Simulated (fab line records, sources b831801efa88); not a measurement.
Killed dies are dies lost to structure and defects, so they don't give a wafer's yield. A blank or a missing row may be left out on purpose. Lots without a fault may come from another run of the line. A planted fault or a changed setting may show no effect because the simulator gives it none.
One fault seen from 2 desks | flow gf180mcu | each desk has only its own numbers; what lay behind them comes last

THE METROLOGY DESK
What the gauges read, lot by lot, whatever tool the lot ran on: means of the sampled wafers that have a number. A lot is out of limits, marked OUT, if its mean lies more than 4 standard deviations from the usual mean; the brackets give that distance.
Columns: A = V5_CVD_00_THK at GF_V5_THK_MEAS_01, usual 301.5 nm; B = cd_nm at GF_TOP_METAL_CD_MEAS_14, usual 440.6 nm
lot  | first seen here | A     | B
L473 | day 27 03:51    | 302.9 | 438.7
L474 | day 27 11:49    | 300.8 | 440.2
L475 | day 28 01:12    | 302.0 | 439.4
L476 | day 28 04:51    | 301.3 | 439.3
L479 | day 29 06:07    | 300.6 | 436.8
L481 | day 29 20:56    | 303.6 | 440.6
L483 | day 30 07:49    | 302.5 | 441.0
L484 | day 30 12:57    | 298.4 | 445.1
L486 | day 31 01:29    | 301.2 | 469.0 (+13) OUT
L487 | day 31 13:09    | 300.3 | 461.1 (+9.3) OUT
L494 | day 33 05:58    | 304.1 | 437.8
This desk's finding: out of limits on L486, L487; first on L486, day 32 14:05 (cd_nm at GF_TOP_METAL_CD_MEAS_14). In limits: L473, L474, L475, L476, L479, L481, L483, L484, L494.

THE TOOL OWNER'S DESK: iline_stepper-01
The tool's own readings at GF_TOP_METAL_EXPOSE_11 (exposes mask MetalTop, target cd 440 nm): means of the sampled wafers that have a number, for each lot that ran on this tool. A lot is out of limits, marked OUT, if its mean lies more than 4 standard deviations from the usual mean; the brackets give that distance.
Columns: A = exposure_dose_mJ_cm2 at GF_TOP_METAL_EXPOSE_11, usual 170.00
lot  | first seen here | A
L474 | day 28 20:59    | 169.90
L476 | day 29 13:08    | 170.07
L481 | day 31 02:52    | 169.95
L486 | day 32 05:59    | 154.13 (-93) OUT
L487 | day 32 17:17    | 157.39 (-74) OUT
This desk's finding: out of limits on L486, L487; first on L486, day 32 05:59 (exposure_dose_mJ_cm2 at GF_TOP_METAL_EXPOSE_11). In limits: L474, L476, L481.

PUT TOGETHER
The tool owner's desk could have raised an alarm at day 32 05:59, on L486, L487.
The metrology desk could have raised an alarm at day 32 14:05, on L486, L487.
Of the lots named, all ran GF_TOP_METAL_EXPOSE_11 on iline_stepper-01.

WHAT THE SIMULATOR HAD PUT IN
Process parameter drift: iline_stepper-01, from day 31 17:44 on, at GF_TOP_METAL_EXPOSE_11. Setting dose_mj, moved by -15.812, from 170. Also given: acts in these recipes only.
Lots struck among those shown: L486, L487.
Hours from the fault's start to each desk's first reading out of limits: the tool owner's desk, 12; the metrology desk, 20.
